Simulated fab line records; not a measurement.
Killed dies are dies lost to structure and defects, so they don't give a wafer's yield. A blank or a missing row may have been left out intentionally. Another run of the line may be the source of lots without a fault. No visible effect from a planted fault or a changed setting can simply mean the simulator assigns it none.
fab line records	flow sky130	part 1 of 2: steps 1 to 30 of 42
[record] lots = 5	wafers = 15	last_day = 50
route steps=708 shown LDD_LDN@292 SPACER@304 POLY_CUT@307 SD_P@320 RES_XHIGH@332
lots with no fault: from the same line, run without faults
start_h: hours from the record's opening day to when the first of the lot's shown wafers began	wait_h: time in hours since the lot's previous step	" same as the row above	L1.1+2: a single row standing in for several wafers	- no value present, or no start provided	* or withheld: withheld	< > ~ a bound
route shown NAME@n: NAME is a module with steps in the file, n the number in the route of the first one	usual: mean and standard deviation over wafers with no fault	same: alike in all rows	chamber/n: place in a boat	sites: the reading at each site	_std_site: the values' standard deviation	_edge_site: inner sites' mean taken away from outer sites' mean	radius_mm: how far each site lies from the wafer's centre	mask NAME#n: copy n	behind: the last tool/chamber to shape the wafer	hold: why the lot went on hold/how many hours it stayed there/how the hold came to an end	device: whichever transistor did not switch (one of n, p or np)	end of line: the tests these same wafers got at the end of their route	step lacking rows: just its recipe	killed: dies that structure and defects cost at the first sort, which is not the same as the wafer's yield	map: dies across one wafer; x = killed, . = not, _ = none there
set.NAME: setting as actually run; set.NAME@STEP: the setting as run at that earlier step	model.NAME: the simulator's own value behind a step, which no gauge read
certain route steps with their lots: each step a table, each wafer a row
services: a tool's chamber out of use, with start hour (start_h, from the record's first day; less than 0 if before it), hours out, and reason
[[steps]]
[step SKY_LDD_LDN_SOFTBAKE_03]
[recipe] temp_c = 90	time_s = 60	resist = NOVOLAK
lot.wafer	tool	chamber	start_h	wait_h
L074.2+4+6	litho_track-03	0	515.17	0.1
L076.2+3+5	litho_track-03	0	538.17	0.1
L083.3+4+6	litho_track-01	0	591.05	0.1
L094.1+4+5	litho_track-01	0	679.60	0.1
L095.2+4+6	litho_track-03	0	682.32	0.1
[step SKY_LDD_LDN_EXPOSE_04]
[recipe] mask_id = LDNTM	na = 0.6	source_shape = conventional	sigma_outer = 0.6	polarization = unpolarized	target_cd_nm = 700	dose_mj = 140
[usual] focus_offset_nm = 0.0/0.53
lot.wafer	tool	chamber	start_h	wait_h	mask	focus_offset_nm
L074.2	iline_stepper-01	0	-	-	LDNTM#0	0.9
L074.4	"	0	"	"	LDNTM#0	0.2
L074.6	"	0	"	"	LDNTM#0	0.0
L076.2	iline_stepper-01	0	-	-	LDNTM#0	-0.4
L076.3	"	0	"	"	LDNTM#0	-0.6
L076.5	"	0	"	"	LDNTM#0	0.6
L083.3	iline_stepper-02	0	-	-	LDNTM#0	-0.9
L083.4	"	0	"	"	LDNTM#0	-0.7
L083.6	"	0	"	"	LDNTM#0	-0.5
L094.1	iline_stepper-02	0	-	-	LDNTM#0	0.5
L094.4	"	0	"	"	LDNTM#0	0.0
L094.5	"	0	"	"	LDNTM#0	0.4
L095.2	iline_stepper-01	0	-	-	LDNTM#0	-0.3
L095.4	"	0	"	"	LDNTM#0	-0.6
L095.6	"	0	"	"	LDNTM#0	-0.5
[step SKY_LDD_LDN_PEB_05]
[recipe] temp_c = withheld	time_s = *	resist = NOVOLAK
lot.wafer	tool	chamber	start_h	wait_h
L074.2+4+6	litho_track-01	0	-	-
L076.2+3+5	litho_track-03	0	-	-
L083.3+4+6	litho_track-03	0	-	-
L094.1+4+5	litho_track-01	0	-	-
L095.2+4+6	litho_track-01	0	-	-
[step SKY_LDD_LDN_DEVELOP_06]
[recipe] resist = NOVOLAK	developer = TMAH	develop_time_s = 60	dev_temp_c = 23
lot.wafer	tool	chamber	start_h	wait_h
L074.2+4+6	litho_track-01	0	530.18	0.1
L076.2+3+5	litho_track-03	0	554.12	0.1
L083.3+4+6	litho_track-03	0	604.64	0.1
L094.1+4+5	litho_track-01	0	692.45	0.1
L095.2+4+6	litho_track-01	0	695.23	0.1
[step SKY_LDD_LDN_OVL_MEAS_07]
[usual] LDD_LDN_OVL = 1.3/1.2
lot.wafer	tool	chamber	start_h	wait_h	LDD_LDN_OVL[nm]
L074.2	overlay-02	-	530.31	0.1	0.9
L074.4	"	-	"	"	0.5
L074.6	"	-	"	"	1.3
L076.2	overlay-01	-	554.25	0.1	1.5
L076.3	"	-	"	"	4.4
L076.5	"	-	"	"	1.9
L083.3	overlay-01	-	604.76	0.1	0.3
L083.4	"	-	"	"	1.5
L083.6	"	-	"	"	-0.7
L094.1	overlay-01	-	692.60	0.1	1.2
L094.4	"	-	"	"	3.5
L094.5	"	-	"	"	2.1
L095.2	overlay-02	-	695.36	0.1	2.6
L095.4	"	-	"	"	2.3
L095.6	"	-	"	"	3.4
[step SKY_LDD_LDN_IMPLANT_08]
[recipe] species = As	energy_kev = 15	dose_cm2 = 1.25e+13	tilt_deg = withheld	rotation_deg = 23
[same] implant_ion_amu = 75
lot.wafer	tool	chamber	start_h	wait_h
L074.2+4+6	implanter-04	0	530.36	0.0
L076.2+3+5	implanter-02	0	554.30	0.0
L083.3+4+6	implanter-01	0	604.83	0.1
L094.1+4+5	implanter-04	0	692.64	0.0
L095.2+4+6	implanter-02	0	695.41	0.0
[step SKY_LDD_LDN_IMPLANT_09]
[recipe] species = As	energy_kev = 15	dose_cm2 = 1.25e+13	tilt_deg = withheld	rotation_deg = 113
[same] implant_ion_amu = 75
lot.wafer	tool	chamber	start_h	wait_h
L074.2+4+6	implanter-04	0	530.51	0.1
L076.2+3+5	implanter-02	0	554.45	0.1
L083.3+4+6	implanter-01	0	604.98	0.1
L094.1+4+5	implanter-04	0	692.79	0.1
L095.2+4+6	implanter-02	0	695.56	0.1
[step SKY_LDD_LDN_IMPLANT_10]
[recipe] species = As	energy_kev = 15	dose_cm2 = 1.25e+13	tilt_deg = withheld	rotation_deg = 203
[same] implant_ion_amu = 75
lot.wafer	tool	chamber	start_h	wait_h
L074.2+4+6	implanter-04	0	530.66	0.1
L076.2+3+5	implanter-02	0	554.60	0.1
L083.3+4+6	implanter-01	0	605.13	0.1
L094.1+4+5	implanter-04	0	692.94	0.1
L095.2+4+6	implanter-02	0	695.71	0.1
[step SKY_LDD_LDN_IMPLANT_11]
[recipe] species = As	energy_kev = 15	dose_cm2 = 1.25e+13	tilt_deg = withheld	rotation_deg = 293
[same] implant_ion_amu = 75
lot.wafer	tool	chamber	start_h	wait_h
L074.2+4+6	implanter-04	0	530.81	0.1
L076.2+3+5	implanter-02	0	554.75	0.1
L083.3+4+6	implanter-01	0	605.28	0.1
L094.1+4+5	implanter-04	0	693.09	0.1
L095.2+4+6	implanter-02	0	695.86	0.1
[step SKY_LDD_LDN_STRIP_12]
[recipe] chemistry = O2/N2	power_w = 1400	pressure_mtorr = 1500	platen_temp_c = withheld	o2_flow_sccm = 3000	n2_flow_sccm = 300	overash_fraction = 0.5
[usual] drypump_motor_current_A = 6.1/0.35	oes_product_au = 0.715/0.0047	strip_time_to_endpoint_s = 14.18/0.048
lot.wafer	tool	chamber	start_h	wait_h	drypump_motor_current_A	oes_product_au	rf_hours_counter_h	strip_time_to_endpoint_s
L074.2	plasma_asher-01	0	530.94	0.1	6.2	0.719	88	14.13
L074.4	"	1	"	"	6.7	0.720	-	14.14
L074.6	"	1	"	"	6.7	0.711	-	14.19
L076.2	plasma_asher-02	1	554.88	0.1	6.1	0.708	11	14.12
L076.3	"	0	"	"	5.8	0.715	-	14.15
L076.5	"	1	"	"	6.1	0.713	-	14.09
L083.3	plasma_asher-01	1	605.41	0.1	6.7	0.712	-	14.29
L083.4	"	0	"	"	6.1	0.716	-	14.22
L083.6	"	1	"	"	6.7	0.709	-	14.20
L094.1	plasma_asher-02	0	693.24	0.1	5.8	0.719	25	14.20
L094.4	"	1	"	"	6.1	0.723	-	14.19
L094.5	"	0	"	"	5.8	0.721	-	14.25
L095.2	plasma_asher-01	1	695.99	0.1	6.7	0.708	106	14.18
L095.4	"	1	"	"	6.7	0.720	-	14.17
L095.6	"	1	"	"	6.7	0.717	-	14.19
[step SKY_LDD_LDN_TW_MEAS_13]
[usual] LDD_LDN_TW = 1478/13
lot.wafer	tool	chamber	start_h	wait_h	LDD_LDN_TW
L074.2	film_metro-04	-	531.05	0.1	1503
L074.4	"	-	"	"	1486
L074.6	"	-	"	"	1499
L076.2	film_metro-03	-	554.99	0.1	1470
L076.3	"	-	"	"	1468
L076.5	"	-	"	"	1460
L083.3	film_metro-03	-	605.50	0.1	1482
L083.4	"	-	"	"	1478
L083.6	"	-	"	"	1480
L094.1	film_metro-04	-	693.34	0.1	1498
L094.4	"	-	"	"	1499
L094.5	"	-	"	"	1491
L095.2	film_metro-02	-	696.10	0.1	1474
L095.4	"	-	"	"	1468
L095.6	"	-	"	"	1468
[step SKY_LDD_LDN_CLEAN_14]
[recipe] chemistry = SC1/SC2	mix = 1:4:20	temp_c = 70	time_s = 150	dry = n2_spin
lot.wafer	tool	chamber	start_h	wait_h
L074.2+4+6	wet_bench-03	2	531.10	0.0
L076.2+3+5	wet_bench-04	3	555.04	0.0
L083.3+4+6	wet_bench-04	1	605.54	0.0
L094.1+4+5	wet_bench-03	1	693.40	0.1
L095.2+4+6	wet_bench-01	1	696.15	0.0
[step SKY_SPACER_CVD_00]
[recipe] material = Si3N4	precursor = DCS/NH3	target_thk_nm = 43.1	temp_c = 770	time_s = 740	pressure_mtorr = 250
lot.wafer	tool	chamber	start_h	wait_h
L074.2+4+6	lpcvd-02	0	533.92	2.8
L076.2+3+5	lpcvd-02	1	555.09	0.0
L083.3+4+6	lpcvd-02	1	605.59	0.0
L094.1+4+5	lpcvd-02	0	693.49	0.0
L095.2+4+6	lpcvd-02	1	696.20	0.0
[step SKY_SPACER_THK_MEAS_01]
[recipe] reads = Si3N4_of_SPACER_CVD_00
[usual] SPACER_CVD_00_THK = 43.0/0.49
lot.wafer	tool	chamber	start_h	wait_h	SPACER_CVD_00_THK[nm]
L074.2	film_metro-01	-	535.13	0.0	43.0
L074.4	"	-	"	"	42.5
L074.6	"	-	"	"	43.1
L076.2	film_metro-01	-	556.31	0.0	43.4
L076.3	"	-	"	"	43.1
L076.5	"	-	"	"	43.1
L083.3	film_metro-04	-	606.82	0.0	43.3
L083.4	"	-	"	"	43.1
L083.6	"	-	"	"	43.4
L094.1	film_metro-04	-	694.70	0.0	42.3
L094.4	"	-	"	"	42.2
L094.5	"	-	"	"	42.2
L095.2	film_metro-04	-	697.42	0.0	42.4
L095.4	"	-	"	"	42.7
L095.6	"	-	"	"	42.7
[step SKY_SPACER_ETCHBACK_02]
[recipe] chemistry = CH3F/O2	target = Si3N4	stop_on = SiO2	source_w = 400	bias_w = 80	pressure_mtorr = 25	ch3f_flow_sccm = 40	O2_flow_sccm = 30	time_s = 46.7	target_depth_a = 450
[usual] drypump_motor_current_A = 5.7/0.48	oes_product_au = 0.854/0.007	throttle_valve_pct = 10.561/0.0091
lot.wafer	tool	chamber	start_h	wait_h	drypump_motor_current_A	oes_product_au	rf_hours_counter_h	throttle_valve_pct
L074.2	rie_diel-02	0	535.18	0.0	6.2	0.849	0	10.553
L074.4	"	2	"	"	6.1	0.847	-	10.546
L074.6	"	1	"	"	5.4	0.850	-	10.544
L076.2	rie_diel-02	0	556.36	0.0	6.2	0.863	1	10.556
L076.3	"	1	"	"	5.4	0.860	17	10.549
L076.5	"	0	"	"	6.2	0.859	-	10.553
L083.3	rie_diel-01	1	606.86	0.0	6.4	0.864	8	10.551
L083.4	"	3	"	"	6.3	0.852	27	10.555
L083.6	"	2	"	"	5.2	0.855	-	10.557
L094.1	rie_diel-04	3	694.76	0.1	5.3	0.840	12	10.550
L094.4	"	3	"	"	5.3	0.851	-	10.574
L094.5	"	0	"	"	5.0	0.849	-	10.576
L095.2	rie_diel-02	1	697.47	0.0	5.4	0.842	20	10.561
L095.4	"	2	"	"	6.1	0.854	17	10.568
L095.6	"	1	"	"	5.4	0.858	-	10.551
[step SKY_POLY_CUT_DEHYDRATE_00]
[recipe] temp_c = 200	time_s = 60
lot.wafer	tool	chamber	start_h	wait_h
L074.2+4+6	litho_track-01	0	549.58	14.4
L076.2+3+5	litho_track-03	0	569.42	13.0
L083.3+4+6	litho_track-03	0	621.49	14.6
L094.1+4+5	litho_track-01	0	709.20	14.4
L095.2+4+6	litho_track-02	0	711.53	14.0
[step SKY_POLY_CUT_HMDS_01]
[recipe] prime_time_s = 60	prime_temp_c = 120
lot.wafer	tool	chamber	start_h	wait_h
L074.2+4+6	litho_track-01	0	549.73	0.1
L076.2+3+5	litho_track-03	0	569.57	0.1
L083.3+4+6	litho_track-03	0	621.64	0.1
L094.1+4+5	litho_track-01	0	709.35	0.1
L095.2+4+6	litho_track-02	0	711.68	0.1
[step SKY_POLY_CUT_COAT_02]
[recipe] resist = BARC	temp_c = withheld	time_s = withheld	spin_rpm = 3000	resist_thk_nm = 60
[usual] spin_speed_rpm = 3000.0/2.1
lot.wafer	tool	chamber	start_h	wait_h	spin_speed_rpm
L074.2	litho_track-01	0	549.88	0.1	2998.3
L074.4	"	0	"	"	2997.4
L074.6	"	0	"	"	2995.1
L076.2	litho_track-03	0	569.72	0.1	2997.3
L076.3	"	0	"	"	3000.5
L076.5	"	0	"	"	3000.7
L083.3	litho_track-03	0	621.79	0.1	3000.6
L083.4	"	0	"	"	3002.1
L083.6	"	0	"	"	3000.0
L094.1	litho_track-01	0	709.50	0.1	3000.0
L094.4	"	0	"	"	3000.3
L094.5	"	0	"	"	3003.3
L095.2	litho_track-02	0	711.83	0.1	3001.1
L095.4	"	0	"	"	2996.4
L095.6	"	0	"	"	2993.8
[step SKY_POLY_CUT_COAT_03]
[recipe] resist = KrF-thick	spin_rpm = 3000	resist_thk_nm = 450
[usual] spin_speed_rpm = 3000.0/2
lot.wafer	tool	chamber	start_h	wait_h	spin_speed_rpm
L074.2	litho_track-01	0	-	-	3000.9
L074.4	"	0	"	"	3000.3
L074.6	"	0	"	"	2995.5
L076.2	litho_track-03	0	-	-	3002.2
L076.3	"	0	"	"	2999.4
L076.5	"	0	"	"	3000.7
L083.3	litho_track-03	0	-	-	3001.0
L083.4	"	0	"	"	3000.3
L083.6	"	0	"	"	3004.0
L094.1	litho_track-01	0	-	-	2998.1
L094.4	"	0	"	"	3001.1
L094.5	"	0	"	"	2999.1
L095.2	litho_track-02	0	-	-	2999.1
L095.4	"	0	"	"	3000.4
L095.6	"	0	"	"	3002.0
[step SKY_POLY_CUT_SOFTBAKE_04]
[recipe] temp_c = 100	time_s = 90	resist = KrF-thick
lot.wafer	tool	chamber	start_h	wait_h
L074.2+4+6	litho_track-01	0	-	-
L076.2+3+5	litho_track-03	0	-	-
L083.3+4+6	litho_track-03	0	-	-
L094.1+4+5	litho_track-01	0	-	-
L095.2+4+6	litho_track-02	0	-	-
[step SKY_POLY_CUT_EXPOSE_05]
[recipe] mask_id = NPCM	na = 0.8	source_shape = annular	sigma_inner = 0.55	sigma_outer = 0.85	target_cd_nm = 270	dose_mj = 32
[usual] focus_offset_nm = -0.1/0.62
lot.wafer	tool	chamber	start_h	wait_h	mask	focus_offset_nm
L074.2	krf_scanner-01	0	-	-	NPCM#0	0.1
L074.4	"	0	"	"	NPCM#0	0.5
L074.6	"	0	"	"	NPCM#0	-0.2
L076.2	krf_scanner-01	0	-	-	NPCM#0	-0.1
L076.3	"	0	"	"	NPCM#0	0.4
L076.5	"	0	"	"	NPCM#0	-0.2
L083.3	krf_scanner-01	0	-	-	NPCM#0	0.4
L083.4	"	0	"	"	NPCM#0	-0.5
L083.6	"	0	"	"	NPCM#0	-0.7
L094.1	krf_scanner-01	0	-	-	NPCM#0	-1.0
L094.4	"	0	"	"	NPCM#0	-0.9
L094.5	"	0	"	"	NPCM#0	-0.5
L095.2	krf_scanner-02	0	-	-	NPCM#0	0.9
L095.4	"	0	"	"	NPCM#0	-0.1
L095.6	"	0	"	"	NPCM#0	0.1
[step SKY_POLY_CUT_PEB_06]
[recipe] peb_temp_c = withheld	peb_time_s = withheld	resist = KrF-thick
lot.wafer	tool	chamber	start_h	wait_h
L074.2+4+6	litho_track-01	0	-	-
L076.2+3+5	litho_track-03	0	-	-
L083.3+4+6	litho_track-03	0	-	-
L094.1+4+5	litho_track-02	0	-	-
L095.2+4+6	litho_track-02	0	-	-
[step SKY_POLY_CUT_DEVELOP_07]
[recipe] develop_time_s = 60	resist = KrF-thick	dev_temp_c = 21
lot.wafer	tool	chamber	start_h	wait_h
L074.2+4+6	litho_track-01	0	-	-
L076.2+3+5	litho_track-03	0	-	-
L083.3+4+6	litho_track-03	0	-	-
L094.1+4+5	litho_track-02	0	-	-
L095.2+4+6	litho_track-02	0	-	-
[step SKY_POLY_CUT_CD_MEAS_08]
[recipe] target_cd_nm = 270
[usual] cd_nm = 269.9/1.4
lot.wafer	tool	chamber	start_h	wait_h	cd_nm
L074.2	cd_sem-02	-	565.02	-	273.3
L074.4	"	-	"	"	272.5
L074.6	"	-	"	"	271.8
L076.2	cd_sem-02	-	585.66	-	270.6
L076.3	"	-	"	"	270.2
L076.5	"	-	"	"	270.0
L083.3	cd_sem-02	-	636.13	-	269.9
L083.4	"	-	"	"	270.2
L083.6	"	-	"	"	270.1
L094.1	cd_sem-01	-	722.30	-	268.9
L094.4	"	-	"	"	271.1
L094.5	"	-	"	"	269.5
L095.2	cd_sem-02	-	725.62	-	269.0
L095.4	"	-	"	"	267.9
L095.6	"	-	"	"	269.5
[step SKY_POLY_CUT_OVL_MEAS_09]
[usual] POLY_CUT_OVL = -2/6.2
lot.wafer	tool	chamber	start_h	wait_h	POLY_CUT_OVL[nm]
L074.2	overlay-01	-	565.13	0.1	-13
L074.4	"	-	"	"	-11
L074.6	"	-	"	"	-13
L076.2	overlay-01	-	585.77	0.1	-2
L076.3	"	-	"	"	2
L076.5	"	-	"	"	0
L083.3	overlay-01	-	636.23	0.1	-10
L083.4	"	-	"	"	-12
L083.6	"	-	"	"	-13
L094.1	overlay-02	-	722.42	0.1	-4
L094.4	"	-	"	"	-4
L094.5	"	-	"	"	1
L095.2	overlay-01	-	725.73	0.1	9
L095.4	"	-	"	"	5
L095.6	"	-	"	"	10
[step SKY_POLY_CUT_ETCH_10]
[recipe] chemistry = N2/H2	target = BARC	ion_energy_ev = 200	source_w = 500	bias_w = 100	pressure_mtorr = 30	n2_flow_sccm = 100	h2_flow_sccm = 200	stop_on = SiO2	time_s = 45.9	target_depth_a = 600
[usual] drypump_motor_current_A = 5.6/0.44	h2_flow_sccm = 200.0/0.65	oes_product_au = 0.855/0.0047	throttle_valve_pct = 13.224/0.0097
lot.wafer	tool	chamber	start_h	wait_h	drypump_motor_current_A	h2_flow_sccm	oes_product_au	rf_hours_counter_h	throttle_valve_pct
L074.2	rie_diel-04	0	565.16	0.0	5.0	200.4	0.865	31	13.230
L074.4	"	2	"	"	5.8	199.4	0.860	8	13.224
L074.6	"	2	"	"	5.7	199.5	0.855	-	13.223
L076.2	rie_diel-02	3	585.80	0.0	5.2	200.6	0.855	0	13.229
L076.3	"	0	"	"	6.2	200.1	0.848	2	13.227
L076.5	"	2	"	"	6.1	199.7	0.854	-	13.236
L083.3	rie_diel-03	0	636.25	0.0	6.0	200.4	0.860	3	13.234
L083.4	"	2	"	"	6.4	199.7	0.850	11	13.206
L083.6	"	0	"	"	6.0	200.2	0.858	-	13.220
L094.1	rie_diel-02	1	722.46	0.0	5.4	199.4	0.855	21	13.213
L094.4	"	0	"	"	6.2	199.6	0.853	5	13.221
L094.5	"	0	"	"	6.1	199.6	0.852	-	13.235
L095.2	rie_diel-02	3	725.76	0.0	5.2	199.8	0.851	3	13.237
L095.4	"	0	"	"	6.2	199.8	0.852	5	13.209
L095.6	"	0	"	"	6.2	200.3	0.858	-	13.231
[step SKY_POLY_CUT_ETCH_11]
[recipe] target = Si3N4	chemistry = CF4/CH2F2/Ar	stop_on = poly-Si	source_w = 600	bias_w = 150	pressure_mtorr = 40	cf4_flow_sccm = 40	ch2f2_flow_sccm = 20	Ar_flow_sccm = 150	time_s = 42.5	target_depth_a = 600
[usual] drypump_motor_current_A = 5.6/0.43	oes_product_au = 0.833/0.006	throttle_valve_pct = 14.995/0.0087
lot.wafer	tool	chamber	start_h	wait_h	drypump_motor_current_A	oes_product_au	rf_hours_counter_h	throttle_valve_pct
L074.2	rie_diel-04	0	565.20	0.0	5.0	0.819	31	14.999
L074.4	"	2	"	"	5.7	0.823	8	14.992
L074.6	"	2	"	"	5.7	0.828	-	14.987
L076.2	rie_diel-02	3	585.84	0.0	5.2	0.827	1	14.993
L076.3	"	0	"	"	6.2	0.832	2	14.985
L076.5	"	2	"	"	6.1	0.833	-	14.999
L083.3	rie_diel-03	0	636.29	0.0	6.0	0.839	3	15.001
L083.4	"	2	"	"	6.4	0.840	11	14.992
L083.6	"	0	"	"	6.0	0.836	-	14.999
L094.1	rie_diel-02	1	722.50	0.0	5.4	0.829	21	14.992
L094.4	"	0	"	"	6.2	0.823	5	15.000
L094.5	"	0	"	"	6.2	0.829	-	15.005
L095.2	rie_diel-02	3	725.80	0.0	5.2	0.841	3	14.992
L095.4	"	0	"	"	6.2	0.837	5	14.992
L095.6	"	0	"	"	6.2	0.834	-	14.989
[step SKY_POLY_CUT_STRIP_12]
[recipe] chemistry = O2/N2	power_w = 1400	pressure_mtorr = 1500	platen_temp_c = withheld	o2_flow_sccm = 3000	n2_flow_sccm = 300	overash_fraction = 0.5
[usual] drypump_motor_current_A = 5.76/0.28	oes_product_au = 0.453/0.0045	strip_time_to_endpoint_s = 5.365/0.016
lot.wafer	tool	chamber	start_h	wait_h	drypump_motor_current_A	oes_product_au	rf_hours_counter_h	strip_time_to_endpoint_s
L074.2	plasma_asher-02	1	565.24	0.0	6.06	0.455	12	5.388
L074.4	"	0	"	"	5.79	0.453	-	5.379
L074.6	"	0	"	"	5.78	0.454	-	5.373
L076.2	plasma_asher-04	1	585.88	0.0	5.28	0.453	69	5.346
L076.3	"	0	"	"	6.00	0.452	-	5.346
L076.5	"	1	"	"	5.28	0.447	-	5.374
L083.3	plasma_asher-02	0	636.37	0.1	5.78	0.456	-	5.353
L083.4	"	1	"	"	6.07	0.454	-	5.357
L083.6	"	1	"	"	6.09	0.451	-	5.390
L094.1	plasma_asher-04	0	722.54	0.0	5.98	0.454	82	5.364
L094.4	"	1	"	"	5.33	0.457	-	5.360
L094.5	"	0	"	"	6.00	0.443	-	5.355
L095.2	plasma_asher-03	0	725.84	0.0	5.82	0.447	64	5.359
L095.4	"	0	"	"	5.78	0.447	-	5.353
L095.6	"	1	"	"	5.69	0.456	-	5.364
[step SKY_SD_P_DEHYDRATE_00]
[recipe] temp_c = 200	time_s = 60
lot.wafer	tool	chamber	start_h	wait_h
L074.2+4+6	litho_track-01	0	579.73	14.5
L076.2+3+5	litho_track-02	0	598.78	12.9
L083.3+4+6	litho_track-01	0	651.05	14.7
L094.1+4+5	litho_track-01	0	736.30	13.7
L095.2+4+6	litho_track-01	0	739.98	14.1
[step SKY_SD_P_HMDS_01]
[recipe] prime_time_s = 60	prime_temp_c = 120
lot.wafer	tool	chamber	start_h	wait_h
L074.2+4+6	litho_track-01	0	579.88	0.1
L076.2+3+5	litho_track-02	0	598.93	0.1
L083.3+4+6	litho_track-01	0	651.20	0.1
L094.1+4+5	litho_track-01	0	736.45	0.1
L095.2+4+6	litho_track-01	0	740.13	0.1
